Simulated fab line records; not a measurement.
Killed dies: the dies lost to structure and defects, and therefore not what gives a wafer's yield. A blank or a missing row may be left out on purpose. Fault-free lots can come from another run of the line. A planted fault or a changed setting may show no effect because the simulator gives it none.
fab line records	flow sky130
record lots=13	wafers=39	last-day=50
route steps=708 shown VT_ADJUST_NCORE@127 SONOS_ONO@183 SD_N@350 SD_P@359 PAD_OPEN@708
lots that met no fault: taken from a fault-free run of the same line
start-h: the number of hours between the record's first day and the start of the first shown wafer of the lot	wait-h: time in hours since the lot's previous step	" repeats the value in the row above	L1.1+2: one row covering several wafers at once	- no value present, or no start provided	* or withheld: withheld	< > ~ a bound
route shown NAME@n: names a module that has steps shown in the file, with the first one's number in the route	usual: average and standard deviation across the fault-free wafers	same: alike in all rows	chamber/n: place in a boat	sites: readings site by site	_std_site: the values' standard deviation	_edge_site: inner sites' mean taken away from outer sites' mean	radius-mm: how far each site lies from the wafer's centre	mask NAME#n: copy n	behind: tool/chamber where the wafer was last shaped	hold: the reason the lot was held/the length of the hold in hours/how it ended	device: transistor that didn't switch, given as n, p or np	end of line: at the end of the route, the tests of the same wafers	a step without rows: its recipe alone	killed: count of dies lost to structure and defects at first sort (not the wafer's yield)	map: shows each die of a wafer: x if killed, . if not, _ if none is there
set.NAME: the run value of the setting; set.NAME@STEP: its run value at that earlier step	model.NAME: the simulator's own value behind a step, which no gauge read
steps of the route over a sample of lots; a table a step, a row a wafer
services: the hour from which a tool's chamber was out of use, counted from the record's first day as start-h (under 0 if before that day), plus the number of hours and why
## steps
# step SKY_VT_ADJUST_NCORE_OVL_MEAS_08
# usual VT_ADJUST_NCORE_OVL=0.9/1.4
lot.wafer	tool	chamber	start-h	wait-h	VT_ADJUST_NCORE_OVL[nm]
L455.2	overlay-01	-	187.41	0.1	2.7
L455.3	"	-	"	"	3.2
L455.4	"	-	"	"	1.7
L456.4	overlay-02	-	191.27	0.1	2.3
L456.5	"	-	"	"	3.0
L456.6	"	-	"	"	-1.1
L458.1	overlay-01	-	203.09	0.1	1.7
L458.2	"	-	"	"	3.1
L458.5	"	-	"	"	1.7
L461.1	overlay-02	-	227.59	0.1	1.1
L461.3	"	-	"	"	2.7
L461.6	"	-	"	"	2.4
L462.4	overlay-02	-	229.66	0.1	1.2
L462.5	"	-	"	"	1.4
L462.6	"	-	"	"	0.3
L466.1	overlay-01	-	256.59	0.1	0.1
L466.2	"	-	"	"	1.8
L466.5	"	-	"	"	2.5
L467.1	overlay-02	-	267.24	0.1	2.6
L467.2	"	-	"	"	1.1
L467.5	"	-	"	"	-0.7
L468.3	overlay-01	-	272.30	0.1	1.4
L468.4	"	-	"	"	0.1
L468.6	"	-	"	"	0.9
L469.2	overlay-01	-	282.36	0.1	-0.8
L469.4	"	-	"	"	0.1
L469.6	"	-	"	"	-0.6
L475.1	overlay-02	-	324.19	0.1	1.5
L475.3	"	-	"	"	3.7
L475.4	"	-	"	"	0.8
L476.1	overlay-01	-	335.89	0.1	2.9
L476.3	"	-	"	"	1.6
L476.6	"	-	"	"	2.6
L477.1	overlay-02	-	348.20	0.1	0.7
L477.2	"	-	"	"	0.0
L477.3	"	-	"	"	-2.7
L478.3	overlay-02	-	358.30	0.1	1.2
L478.4	"	-	"	"	1.3
L478.6	"	-	"	"	1.1
# step SKY_SONOS_ONO_ETCH_15
# recipe target-depth-nm=19.52	chemistry=CHF3/O2	source-w=600	bias-w=200	pressure-mtorr=40	chf3-flow-sccm=50	O2_flow_sccm=5	time-s=7.8
# usual O2_flow_sccm=4.999/0.014	bias-w=200.1/0.6	drypump-motor-current-A=5.8/0.53	oes-product-au=1.000/0.0076	throttle-valve-pct=8.824/0.0079
lot.wafer	tool	chamber	start-h	wait-h	O2_flow_sccm	bias-w	drypump-motor-current-A	oes-product-au	rf-hours-counter-h	throttle-valve-pct
L455.2	rie-diel-01	1	285.98	0.0	4.994	200.4	5.2	1.004	121	8.839
L455.3	"	3	"	"	5.007	199.5	5.0	1.012	6	8.824
L455.4	"	2	"	"	5.004	200.4	5.2	0.994	102	8.819
L456.4	rie-diel-03	0	290.04	0.0	4.990	199.5	5.8	0.995	-	8.821
L456.5	"	2	"	"	4.991	200.3	6.0	0.991	-	8.833
L456.6	"	1	"	"	4.995	199.9	5.0	0.983	-	8.828
L458.1	rie-diel-03	3	305.44	0.0	5.025	199.5	6.4	1.010	121	8.814
L458.2	"	1	"	"	5.017	201.3	5.0	1.000	9	8.822
L458.5	"	3	"	"	4.979	200.2	6.4	1.004	-	8.814
L461.1	rie-diel-03	0	332.54	0.0	4.999	201.7	5.8	0.991	8	8.809
L461.3	"	2	"	"	4.992	200.0	6.0	0.995	84	8.835
L461.6	"	0	"	"	5.021	200.4	5.8	1.001	-	8.817
L462.4	rie-diel-02	2	334.73	0.0	4.988	200.3	5.8	1.002	48	8.826
L462.5	"	2	"	"	4.978	199.2	5.8	0.999	-	8.828
L462.6	"	3	"	"	5.012	200.9	6.1	1.007	-	8.828
L466.1	rie-diel-03	2	365.24	0.0	5.003	200.8	6.0	1.000	85	8.829
L466.2	"	1	"	"	5.023	199.6	4.9	0.988	10	8.809
L466.5	"	3	"	"	4.999	200.0	6.5	1.007	-	8.830
L467.1	rie-diel-03	2	376.94	0.0	-	-	-	-	-	-
L467.2	"	3	"	"	-	-	-	-	-	-
L467.5	"	0	"	"	-	-	-	-	-	-
L468.3	rie-diel-03	3	382.13	0.0	-	-	-	-	-	-
L468.4	"	2	"	"	-	-	-	-	-	-
L468.6	"	0	"	"	-	-	-	-	-	-
L469.2	rie-diel-02	1	395.98	0.0	-	-	-	-	-	-
L469.4	"	2	"	"	-	-	-	-	-	-
L469.6	"	0	"	"	-	-	-	-	-	-
L475.1	rie-diel-02	3	443.23	0.0	5.000	199.9	6.1	1.004	3	8.831
L475.3	"	1	"	"	4.989	199.0	6.6	1.005	96	8.831
L475.4	"	0	"	"	5.007	200.0	6.2	1.010	13	8.829
L476.1	rie-diel-01	2	460.23	0.0	5.002	200.7	5.3	1.007	1	8.819
L476.3	"	1	"	"	4.995	200.3	5.2	0.994	2	8.830
L476.6	"	1	"	"	5.008	199.3	5.2	1.000	-	8.824
L477.1	rie-diel-03	3	472.07	0.0	4.974	200.0	6.5	0.999	2	8.824
L477.2	"	2	"	"	5.002	200.2	6.0	0.994	87	8.828
L477.3	"	0	"	"	4.994	200.0	5.8	0.992	10	8.819
L478.3	rie-diel-03	2	482.63	0.0	4.992	199.6	5.9	0.982	87	8.823
L478.4	"	1	"	"	5.012	199.5	5.0	0.984	12	8.831
L478.6	"	0	"	"	4.989	198.9	5.8	0.994	-	8.828
# step SKY_SD_N_OVL_MEAS_08
# usual SD_N_OVL=0.1/1.2
lot.wafer	tool	chamber	start-h	wait-h	SD_N_OVL[nm]
L456.4	overlay-02	-	663.02	0.1	-0.9
L456.5	"	-	"	"	-1.8
L456.6	"	-	"	"	-1.9
L455.2	overlay-01	-	665.18	0.1	1.2
L455.3	"	-	"	"	1.4
L455.4	"	-	"	"	3.0
L458.1	overlay-01	-	679.29	0.1	2.0
L458.2	"	-	"	"	-0.7
L458.5	"	-	"	"	-0.9
L461.1	overlay-01	-	703.29	0.1	0.0
L461.3	"	-	"	"	-0.1
L461.6	"	-	"	"	1.2
L462.4	overlay-01	-	706.46	0.1	-0.8
L462.5	"	-	"	"	-0.6
L462.6	"	-	"	"	-0.2
L466.1	overlay-02	-	739.59	0.1	1.0
L466.2	"	-	"	"	1.4
L466.5	"	-	"	"	0.8
L475.1	overlay-02	-	802.39	0.1	0.0
L475.3	"	-	"	"	0.5
L475.4	"	-	"	"	2.6
L476.1	overlay-02	-	818.55	0.1	0.9
L476.3	"	-	"	"	0.9
L476.6	"	-	"	"	1.0
L477.1	overlay-02	-	825.39	0.1	-1.0
L477.2	"	-	"	"	-0.5
L477.3	"	-	"	"	-0.2
L478.3	overlay-01	-	837.35	0.1	-1.1
L478.4	"	-	"	"	0.6
L478.6	"	-	"	"	-0.4
# step SKY_SD_N_RS_MEAS_17
# recipe thk-meas-gauge=four-point-probe
# usual SD_P_RS=147.1/0.3
lot.wafer	tool	chamber	start-h	wait-h	SD_P_RS[ohm/sq]
L456.4	film-metro-03	-	663.90	0.1	147.0
L456.5	"	-	"	"	147.0
L456.6	"	-	"	"	147.0
L455.2	film-metro-02	-	666.09	0.1	146.5
L455.3	"	-	"	"	147.3
L455.4	"	-	"	"	146.9
L458.1	film-metro-02	-	680.14	0.1	147.0
L458.2	"	-	"	"	146.9
L458.5	"	-	"	"	146.7
L461.1	film-metro-01	-	704.13	0.1	147.2
L461.3	"	-	"	"	147.0
L461.6	"	-	"	"	147.2
L462.4	film-metro-02	-	707.34	0.1	147.0
L462.5	"	-	"	"	147.2
L462.6	"	-	"	"	147.4
L466.1	film-metro-01	-	740.43	0.1	147.6
L466.2	"	-	"	"	147.3
L466.5	"	-	"	"	147.6
L475.1	film-metro-01	-	803.23	0.1	147.2
L475.3	"	-	"	"	147.0
L475.4	"	-	"	"	146.9
L476.1	film-metro-03	-	819.40	0.1	146.9
L476.3	"	-	"	"	146.9
L476.6	"	-	"	"	147.0
L477.1	film-metro-01	-	826.23	0.1	147.0
L477.2	"	-	"	"	147.1
L477.3	"	-	"	"	147.5
L478.3	film-metro-02	-	838.22	0.1	146.7
L478.4	"	-	"	"	146.9
L478.6	"	-	"	"	147.0
# step SKY_PAD_OPEN_PROBE_99
# usual killed_at_M0_to_M3=44/7	killed_at_M4_up=3.4/1.7	killed-at-contacts=24/4.9	killed-at-front-end=15/4.5	killed-at-other=0.4/0.61	killed-dies=86/9.7	killed-on-rim=17/3.6	killed-open=47/7.1	killed-short=39/6.1
# same gross-dies=492	killed-at-back-side=0
lot.wafer	tool	chamber	start-h	wait-h	hold	killed_at_M0_to_M3	killed_at_M4_up	killed-at-contacts	killed-at-front-end	killed-at-other	killed-dies	killed-on-rim	killed-open	killed-short
L456.4	prober-02	-	1087.61	0.2	-	47	3	22	17	1	90	15	53	37
L456.5	prober-02	-	1087.66	0.2	-	57	0	28	16	0	101	27	54	47
L456.6	prober-02	-	1087.71	0.2	-	39	3	25	22	0	89	15	49	40
L455.2	prober-01	-	1089.41	0.1	-	35	4	24	12	0	75	14	46	29
L455.3	prober-01	-	1089.46	0.2	-	43	3	19	16	0	81	15	44	37
L455.4	prober-01	-	1089.51	0.2	-	48	2	24	8	0	82	18	50	32
L458.1	prober-02	-	1102.49	0.1	-	38	3	27	10	0	78	12	45	33
L458.2	prober-02	-	1102.54	0.1	-	49	2	22	5	1	79	12	44	35
L458.5	prober-02	-	1102.69	0.2	-	31	2	22	11	0	66	9	35	31
L461.1	prober-02	-	1119.20	0.1	-	34	2	26	11	2	75	14	45	30
L461.3	prober-02	-	1119.30	0.2	-	41	0	28	15	2	86	13	49	36
L461.6	prober-02	-	1119.45	0.2	-	44	0	24	12	0	80	13	36	43
L462.4	prober-01	-	1120.71	0.2	-	48	6	26	11	0	91	20	54	37
L462.5	prober-01	-	1120.76	0.2	-	41	4	16	12	0	73	15	34	39
L462.6	prober-01	-	1120.81	0.2	-	47	2	21	15	1	86	16	47	39
L466.1	prober-01	-	1146.21	0.1	-	43	4	21	9	0	77	21	48	29
L466.2	prober-01	-	1146.26	0.1	-	41	2	20	29	1	93	14	51	42
L466.5	prober-01	-	1146.41	0.2	-	47	6	20	18	0	91	23	51	39
L467.1	prober-02	-	1147.21	0.1	await-dispo/3.0h/scrap	45	3	24	420	0	492	96	49	43
L467.2	prober-02	-	1147.26	0.1	await-dispo/3.0h/scrap	36	4	18	434	0	492	96	42	31
L467.5	prober-02	-	1147.41	0.2	await-dispo/3.0h/scrap	44	4	29	415	0	492	96	50	41
L468.3	prober-01	-	1153.53	0.2	await-dispo/1.8h/scrap	38	2	25	427	0	492	96	42	39
L468.4	prober-01	-	1153.58	0.2	await-dispo/1.8h/scrap	45	3	22	422	0	492	96	47	42
L468.6	prober-01	-	1153.68	0.2	await-dispo/1.8h/scrap	44	6	29	413	0	492	96	50	33
L469.2	prober-02	-	1162.90	0.1	await-dispo/2.8h/scrap	39	2	17	434	0	492	96	32	37
L469.4	prober-02	-	1163.00	0.2	await-dispo/2.8h/scrap	42	1	25	423	1	492	96	42	45
L469.6	prober-02	-	1163.10	0.2	await-dispo/2.8h/scrap	41	3	20	428	0	492	96	47	28
L475.1	prober-02	-	1184.89	0.1	-	47	4	36	15	0	102	23	61	41
L475.3	prober-02	-	1184.99	0.2	-	46	2	26	23	0	97	14	51	46
L475.4	prober-02	-	1185.04	0.2	-	35	3	21	10	1	70	15	38	31
L476.1	prober-01	-	1194.88	0.1	-	42	4	22	14	0	82	17	40	42
L476.3	prober-01	-	1194.98	0.2	-	51	4	17	14	0	86	12	44	42
L476.6	prober-01	-	1195.13	0.2	-	55	2	20	10	0	87	18	40	47
L477.1	prober-02	-	1202.84	0.1	-	41	4	32	13	0	90	17	55	35
L477.2	prober-02	-	1202.89	0.1	-	36	3	21	17	0	77	16	38	39
L477.3	prober-02	-	1202.94	0.2	-	28	3	24	13	0	68	18	38	30
L478.3	prober-01	-	1207.79	0.2	-	41	2	19	14	0	76	18	40	36
L478.4	prober-01	-	1207.84	0.2	-	48	3	14	18	0	83	17	36	47
L478.6	prober-01	-	1207.94	0.2	-	37	2	24	17	0	80	14	43	35
# killed by level:class
L456.4 VIA2:geometric-particle:open=12 VIA1:geometric-particle:open=11 CONTACT:geometric-particle:open=8 FIELD_ISO:geometric-particle:open=5 LI_CONTACT:geometric-particle:open=5 METAL2:geometric-particle:short=5 FIELD_ISO:geometric-particle:short=4 CONTACT:geometric-particle:short=4
L456.5 VIA1:geometric-particle:open=13 LI_CONTACT:geometric-particle:open=11 VIA3:geometric-particle:open=8 CONTACT:geometric-particle:open=7 METAL3:geometric-particle:short=6 VIA2:geometric-particle:open=5 VIA1:geometric-particle:short=5 METAL2:geometric-particle:short=5
L456.6 VIA1:geometric-particle:open=9 CONTACT:geometric-particle:open=8 FIELD_ISO:geometric-particle:open=7 LI_CONTACT:geometric-particle:open=7 VIA2:geometric-particle:short=5 LOCAL_INTERCONNECT:geometric-particle:short=5 VIA3:geometric-particle:short=5 VIA3:geometric-particle:open=5
L455.2 CONTACT:geometric-particle:open=12 VIA3:geometric-particle:open=8 VIA1:geometric-particle:open=7 FIELD_ISO:geometric-particle:open=5 CONTACT:geometric-particle:short=5 METAL1:geometric-particle:short=5 LI_CONTACT:geometric-particle:open=4 VIA3:geometric-particle:short=4
L455.3 VIA1:geometric-particle:open=11 CONTACT:geometric-particle:open=11 VIA3:geometric-particle:open=10 METAL2:geometric-particle:short=7 FIELD_ISO:geometric-particle:short=5 VIA1:geometric-particle:short=5 POLY_GATE:geometric-particle:short=4 LI_CONTACT:geometric-particle:open=4
L455.4 VIA1:geometric-particle:open=13 CONTACT:geometric-particle:open=11 METAL1:geometric-particle:short=8 VIA2:geometric-particle:open=8 LI_CONTACT:geometric-particle:open=5 CONTACT:geometric-particle:short=4 VIA2:geometric-particle:short=4 VIA3:geometric-particle:open=4
L458.1 CONTACT:geometric-particle:short=10 VIA2:geometric-particle:open=10 LI_CONTACT:geometric-particle:open=7 VIA3:geometric-particle:open=7 VIA1:geometric-particle:open=6 CONTACT:geometric-particle:open=5 METAL1:geometric-particle:short=4 LI_CONTACT:geometric-particle:short=4
L458.2 VIA1:geometric-particle:open=12 VIA3:geometric-particle:open=10 CONTACT:geometric-particle:open=8 CONTACT:geometric-particle:short=6 VIA1:geometric-particle:short=6 VIA2:geometric-particle:open=5 METAL1:geometric-particle:short=5 METAL2:geometric-particle:short=5
L458.5 CONTACT:geometric-particle:short=8 LI_CONTACT:geometric-particle:open=7 VIA1:geometric-particle:open=7 VIA3:geometric-particle:open=7 VIA2:geometric-particle:open=4 POLY_GATE:geometric-particle:short=3 CONTACT:geometric-particle:open=3 METAL1:geometric-particle:short=3
L461.1 CONTACT:geometric-particle:open=12 CONTACT:geometric-particle:short=6 VIA1:geometric-particle:open=6 VIA2:geometric-particle:open=6 FIELD_ISO:geometric-particle:open=5 VIA1:geometric-particle:short=4 LI_CONTACT:geometric-particle:open=4 METAL1:geometric-particle:short=4
L461.3 CONTACT:geometric-particle:open=9 VIA1:geometric-particle:open=9 VIA3:geometric-particle:open=8 LI_CONTACT:geometric-particle:open=7 METAL1:geometric-particle:short=6 CONTACT:geometric-particle:short=6 VIA1:geometric-particle:short=5 VIA2:geometric-particle:open=4
L461.6 CONTACT:geometric-particle:short=11 VIA1:geometric-particle:open=10 VIA1:geometric-particle:short=8 CONTACT:geometric-particle:open=7 METAL2:geometric-particle:short=6 VIA2:geometric-particle:open=5 VIA3:geometric-particle:open=5 FIELD_ISO:geometric-particle:open=3
L462.4 VIA1:geometric-particle:open=14 CONTACT:geometric-particle:open=13 VIA3:geometric-particle:open=10 CONTACT:geometric-particle:short=9 VIA2:geometric-particle:open=6 METAL2:geometric-particle:short=5 METAL1:geometric-particle:short=4 VIA1:geometric-particle:short=4
L462.5 CONTACT:geometric-particle:short=8 VIA1:geometric-particle:open=8 VIA1:geometric-particle:short=6 VIA2:geometric-particle:open=6 VIA3:geometric-particle:open=5 POLY_GATE:geometric-particle:short=4 METAL2:geometric-particle:short=4 METAL3:geometric-particle:short=4
L462.6 VIA1:geometric-particle:open=13 CONTACT:geometric-particle:open=7 CONTACT:geometric-particle:short=7 VIA1:geometric-particle:short=7 FIELD_ISO:geometric-particle:open=6 VIA2:geometric-particle:open=6 VIA3:geometric-particle:open=5 FIELD_ISO:geometric-particle:short=4
L466.1 VIA3:geometric-particle:open=9 VIA1:geometric-particle:open=8 VIA2:geometric-particle:open=7 METAL1:geometric-particle:short=7 LI_CONTACT:geometric-particle:open=6 CONTACT:geometric-particle:open=6 CONTACT:geometric-particle:short=5 METAL2:geometric-particle:short=5
L466.2 CONTACT:geometric-particle:open=9 VIA2:geometric-particle:open=8 VIA3:geometric-particle:open=8 VIA1:geometric-particle:open=7 POLY_GATE:geometric-particle:short=6 FIELD_ISO:geometric-particle:open=5 FIELD_ISO:geometric-particle:short=5 POLY_GATE:geometric-particle:open=5
L466.5 VIA3:geometric-particle:open=10 CONTACT:geometric-particle:open=8 VIA1:geometric-particle:open=7 METAL1:geometric-particle:short=6 VIA2:geometric-particle:open=6 FIELD_ISO:geometric-particle:open=5 POLY_GATE:geometric-particle:open=5 METAL2:geometric-particle:short=5
L467.1 SONOS_ONO:area-etch=400 VIA1:geometric-particle:open=10 FIELD_ISO:geometric-particle:short=9 VIA2:geometric-particle:open=9 VIA3:geometric-particle:open=8 CONTACT:geometric-particle:short=7 FIELD_ISO:geometric-particle:open=6 LI_CONTACT:geometric-particle:open=5
L467.2 SONOS_ONO:area-etch=419 VIA1:geometric-particle:open=12 VIA3:geometric-particle:open=6 VIA2:geometric-particle:open=6 CONTACT:geometric-particle:short=5 POLY_GATE:geometric-particle:open=4 POLY_GATE:geometric-particle:short=4 METAL2:geometric-particle:short=4
L467.5 SONOS_ONO:area-etch=401 CONTACT:geometric-particle:open=11 VIA1:geometric-particle:open=10 VIA3:geometric-particle:open=7 LOCAL_INTERCONNECT:geometric-particle:short=6 FIELD_ISO:geometric-particle:open=5 VIA2:geometric-particle:open=5 CONTACT:geometric-particle:short=5
L468.3 SONOS_ONO:area-etch=411 VIA2:geometric-particle:open=8 LOCAL_INTERCONNECT:geometric-particle:short=7 VIA1:geometric-particle:open=6 POLY_GATE:geometric-particle:open=5 CONTACT:geometric-particle:short=5 CONTACT:geometric-particle:open=5 METAL1:geometric-particle:short=5
L468.4 SONOS_ONO:area-etch=403 VIA2:geometric-particle:open=9 FIELD_ISO:geometric-particle:open=7 VIA1:geometric-particle:open=7 LOCAL_INTERCONNECT:geometric-particle:short=6 CONTACT:geometric-particle:open=6 VIA3:geometric-particle:open=6 METAL1:geometric-particle:short=5
L468.6 SONOS_ONO:area-etch=409 VIA1:geometric-particle:open=13 CONTACT:geometric-particle:open=12 VIA2:geometric-particle:open=10 CONTACT:geometric-particle:short=7 VIA3:geometric-particle:open=7 METAL4:geometric-particle:short=6 LI_CONTACT:geometric-particle:open=4
L469.2 SONOS_ONO:area-etch=423 VIA1:geometric-particle:open=9 FIELD_ISO:geometric-particle:short=7 METAL1:geometric-particle:short=6 LI_CONTACT:geometric-particle:open=5 CONTACT:geometric-particle:open=5 METAL2:geometric-particle:short=5 VIA2:geometric-particle:short=5
L469.4 SONOS_ONO:area-etch=405 VIA1:geometric-particle:open=11 CONTACT:geometric-particle:open=10 FIELD_ISO:geometric-particle:short=8 FIELD_ISO:geometric-particle:open=6 VIA1:geometric-particle:short=6 LOCAL_INTERCONNECT:geometric-particle:short=5 METAL2:geometric-particle:short=5
L469.6 SONOS_ONO:area-etch=417 LI_CONTACT:geometric-particle:open=9 VIA1:geometric-particle:open=7 METAL1:geometric-particle:short=7 VIA3:geometric-particle:open=7 VIA2:geometric-particle:open=6 CONTACT:geometric-particle:open=4 VIA1:geometric-particle:short=4
L475.1 CONTACT:geometric-particle:open=15 VIA1:geometric-particle:open=13 VIA2:geometric-particle:open=10 VIA3:geometric-particle:open=8 POLY_GATE:geometric-particle:short=6 LOCAL_INTERCONNECT:geometric-particle:short=6 LI_CONTACT:geometric-particle:open=5 POLY_GATE:geometric-particle:open=4
L475.3 VIA1:geometric-particle:open=11 LI_CONTACT:geometric-particle:open=10 VIA1:geometric-particle:short=10 METAL1:geometric-particle:short=9 CONTACT:geometric-particle:open=8 FIELD_ISO:geometric-particle:open=7 METAL2:geometric-particle:short=7 FIELD_ISO:geometric-particle:short=5
L475.4 VIA1:geometric-particle:open=10 CONTACT:geometric-particle:open=9 METAL1:geometric-particle:short=6 LI_CONTACT:geometric-particle:open=5 VIA1:geometric-particle:short=5 METAL3:geometric-particle:short=3 VIA3:geometric-particle:open=3 FIELD_ISO:geometric-particle:short=2
L476.1 VIA1:geometric-particle:open=9 LOCAL_INTERCONNECT:geometric-particle:short=6 LI_CONTACT:geometric-particle:short=6 CONTACT:geometric-particle:open=6 METAL1:geometric-particle:short=6 VIA2:geometric-particle:open=6 VIA3:geometric-particle:open=5 POLY_GATE:geometric-particle:open=4
L476.3 VIA2:geometric-particle:open=11 CONTACT:geometric-particle:short=6 METAL1:geometric-particle:short=6 CONTACT:geometric-particle:open=5 METAL2:geometric-particle:short=5 VIA1:geometric-particle:open=5 VIA1:geometric-particle:short=5 POLY_GATE:geometric-particle:short=4
L476.6 VIA1:geometric-particle:open=11 METAL1:geometric-particle:short=8 VIA2:geometric-particle:open=8 CONTACT:geometric-particle:open=7 VIA1:geometric-particle:short=6 VIA3:geometric-particle:open=6 LI_CONTACT:geometric-particle:short=5 LOCAL_INTERCONNECT:geometric-particle:short=5
L477.1 LI_CONTACT:geometric-particle:open=13 VIA1:geometric-particle:open=9 VIA3:geometric-particle:open=9 CONTACT:geometric-particle:open=7 VIA2:geometric-particle:open=7 FIELD_ISO:geometric-particle:open=5 LOCAL_INTERCONNECT:geometric-particle:short=5 POLY_GATE:geometric-particle:short=4
L477.2 METAL1:geometric-particle:short=8 CONTACT:geometric-particle:open=7 VIA1:geometric-particle:short=7 VIA1:geometric-particle:open=6 FIELD_ISO:geometric-particle:short=5 LI_CONTACT:geometric-particle:open=5 VIA3:geometric-particle:open=5 POLY_GATE:geometric-particle:open=4
L477.3 LI_CONTACT:geometric-particle:open=8 CONTACT:geometric-particle:open=8 FIELD_ISO:geometric-particle:short=6 VIA1:geometric-particle:open=5 METAL1:geometric-particle:short=5 METAL2:geometric-particle:short=4 VIA2:geometric-particle:open=4 POLY_GATE:geometric-particle:open=3
L478.3 VIA1:geometric-particle:open=13 METAL2:geometric-particle:short=7 CONTACT:geometric-particle:open=6 POLY_GATE:geometric-particle:short=5 LI_CONTACT:geometric-particle:open=5 VIA2:geometric-particle:open=5 FIELD_ISO:geometric-particle:short=4 LOCAL_INTERCONNECT:geometric-particle:short=4
L478.4 VIA1:geometric-particle:open=10 POLY_GATE:geometric-particle:short=9 VIA1:geometric-particle:short=9 VIA3:geometric-particle:open=7 VIA2:geometric-particle:short=6 POLY_GATE:geometric-particle:open=5 LI_CONTACT:geometric-particle:open=5 METAL2:geometric-particle:short=5
L478.6 VIA1:geometric-particle:open=10 LI_CONTACT:geometric-particle:open=7 CONTACT:geometric-particle:open=7 METAL1:geometric-particle:short=6 VIA3:geometric-particle:open=5 LI_CONTACT:geometric-particle:short=4 VIA1:geometric-particle:short=4 VIA3:geometric-particle:short=4
## services
tool	chamber	start-h	hours	kind
rie-diel-03	3	316.41	-	clean
rie-diel-03	3	316.41	17.1	scheduled-down
rie-diel-03	3	316.41	17.1	vent-cycle
rie-diel-02	2	330.39	1.3	repair
rie-diel-01	-	335.17	0.5	repair
rie-diel-01	1	341.14	-	clean
rie-diel-01	1	341.14	22.7	scheduled-down
rie-diel-01	1	341.14	22.7	vent-cycle
rie-diel-03	2	349.64	6.6	repair
rie-diel-01	2	365.70	23.5	repair
rie-diel-03	2	407.04	2.0	repair
rie-diel-03	2	430.26	1.5	repair
rie-diel-01	2	432.25	-	clean
rie-diel-01	2	432.25	15.5	scheduled-down
rie-diel-01	2	432.25	15.5	vent-cycle
rie-diel-02	3	446.20	7.8	repair
rie-diel-01	0	447.79	-	clean
rie-diel-01	0	447.79	21.5	scheduled-down
rie-diel-01	0	447.79	21.5	vent-cycle
rie-diel-02	1	455.81	5.3	repair
rie-diel-01	3	461.56	8.5	repair
rie-diel-01	-	468.69	15.6	pm
rie-diel-02	3	472.72	31.2	repair
rie-diel-02	0	478.08	9.5	repair
## key
first-sign step=SKY_SONOS_ONO_ETCH_15	reading=tool-record	direction=missing
effect step=SKY_PAD_OPEN_PROBE_99	reading=killed-at-front-end	direction=up	sigmas=91	usual=15	struck=424
more-kills-born-at SKY_SONOS_ONO_ETCH_15@rie-diel-03=2443	SKY_SONOS_ONO_ETCH_15@rie-diel-02=1245
met-at SKY_SONOS_ONO_ETCH_15
struck-lots L467,L468,L469
later-rows-left-out L467.1,L467.2,L467.5,L468.3,L468.4,L468.6,L469.2,L469.4,L469.6
tester-left-out L467,L468,L469
not-acting-at SKY_VT_ADJUST_NCORE_OVL_MEAS_08,SKY_SD_N_OVL_MEAS_08,SKY_SD_N_RS_MEAS_17
onset-between 365.24 376.94
fault kind=skipped-step-whole	tool=rie-diel-02,rie-diel-03	chamber=-	onset-h=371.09	steps=SKY_SONOS_ONO_ETCH_15	scope=struck-lots-only
# tester-left-out: of these lots the tester's yield and bins aren't shown, on N5 and GAA mostly nor the transistor test; their killed dies are dies lost to structure and defects alone, not to doping, threshold or leakage, so they don't give the yield
# later-rows-left-out: the simulator's readings of these wafers behind a module that went badly wrong aren't trusted and aren't shown, but for the sort
